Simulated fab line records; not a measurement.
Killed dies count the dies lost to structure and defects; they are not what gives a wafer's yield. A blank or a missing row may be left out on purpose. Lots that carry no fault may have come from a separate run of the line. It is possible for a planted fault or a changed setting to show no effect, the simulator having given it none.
A lot that was struck, set against a sound lot / flow gf180mcu / 15 steps out of a route of 602
Sound: wafers L971.2, L971.4, L971.6. Struck: wafer L980.2 (left out: L980.4, L980.5 of the same lot, which were not struck); the cause appears at the end.
Each step with rows lists, per side, the tool, then ch with its chambers, then its first start. Under that, the readings that differ: sound wafers / struck wafers / difference of the means / sigmas: that difference in standard deviations of wafers without a fault.
alike: readings whose means differ by less than 2 such deviations, and words and numbers that are the same on both sides. not compared: withheld readings, readings that some wafer has no value for, bounds like >300 that may hide the same value, and numbers for which the record gives no deviation and whose values overlap.
Wherever a step has rows on one side only, a row that says differs or no value, or a row with sigmas, the two part there. Numbers that have no deviation but don't overlap get no sigmas and don't part them. A reading that every wafer of one side lacks parts them only if that side has two wafers or more.

first, 1 step without rows for these wafers: GF_CONTACT_ETCH_16 (etches BARC in N2/H2).
GF_CONTACT_ETCH_17: etches SiO2 in C4F8/O2/Ar, stops on CoSi2, target depth 860 nm.
  sound: rie_diel-01 ch 0,2,3; struck: rie_diel-01 ch 1
  alike: bias_w, oes_product_au
GF_CONTACT_STRIP_18: strips in O2/N2.
  sound on plasma_asher-01 ch 0, day 17 03:44; struck on plasma_asher-04 ch 1, day 20 11:04
  alike: drypump_motor_current_A, heater_power_w, oes_product_au
  not compared: rf_hours_counter_h
then, 3 steps without rows for these wafers: GF_CONTACT_CLEAN_19 (cleans in SPM); GF_CONTACT_CLEAN_20 (cleans in DIW); GF_CONTACT_CLEAN_21 (cleans in dHF, time 20 s).
GF_CONTACT_SPUTTER_22: material Ti, target thk 15 nm, time 80.02 s.
  sound on pvd_sputter-01, day 17 04:02; struck on pvd_sputter-01, day 20 11:22
  alike: throttle_valve_pct
then, 1 step without rows for these wafers: GF_CONTACT_SPUTTER_23 (material TiN, target thk 10 nm, time 40 s).
GF_CONTACT_CVD_24: deposits W, target thk 300 nm, time 90.339 s.
  sound on cvd_w-01 ch 0,1, day 17 04:08; struck on cvd_w-02 ch 0, day 20 11:28
  alike: heater_power_w
GF_CONTACT_RS_MEAS_25: measures by four-point-probe.
  sound on film_metro-02, day 17 04:15; struck on film_metro-04, day 20 11:35
  alike: CONTACT_W_RS
GF_CONTACT_THK_MEAS_26: measures by xrf.
  sound on film_metro-02, day 17 04:22; struck on film_metro-04, day 20 11:42
  alike: CONTACT_W_THK
GF_CONTACT_CMP_27: polishes, stops on SiO2, t overpolish 15 s, target thk 0 nm.
  sound on cmp-02 ch 1,2,3, day 17 04:31; struck on cmp-02 ch 3, day 20 11:51
  alike: motor_current_A, overpolish_run_s, retaining_ring_pressure_frac, time_to_endpoint_s
GF_M1_SPUTTER_00: material Ti, target thk 37.5 nm, time 150 s.
  sound on pvd_sputter-02, day 17 04:46; struck on pvd_sputter-02, day 20 12:06
reading=throttle_valve_pct (%); sound=33.2 31.7 31.9; struck=28.6; difference=-3.7; sigmas=-2
reading=model.Ti_of_M1_SPUTTER_00.thk_nm (nm); sound=38.39 38.36 38.85; struck=70.48; difference=+31.95; sigmas=
then, 2 steps without rows for these wafers: GF_M1_SPUTTER_01 (material TiN, target thk 30 nm, time 25 s); GF_PASSIVATION_PROBE_99.

WHERE THEY PART
At GF_M1_SPUTTER_00 and nowhere else, as far as this record goes.

WHY: what the simulator had put in
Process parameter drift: pvd_sputter-02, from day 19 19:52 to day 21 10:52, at GF_M1_SPUTTER_00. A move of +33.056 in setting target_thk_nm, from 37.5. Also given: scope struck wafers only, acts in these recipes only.
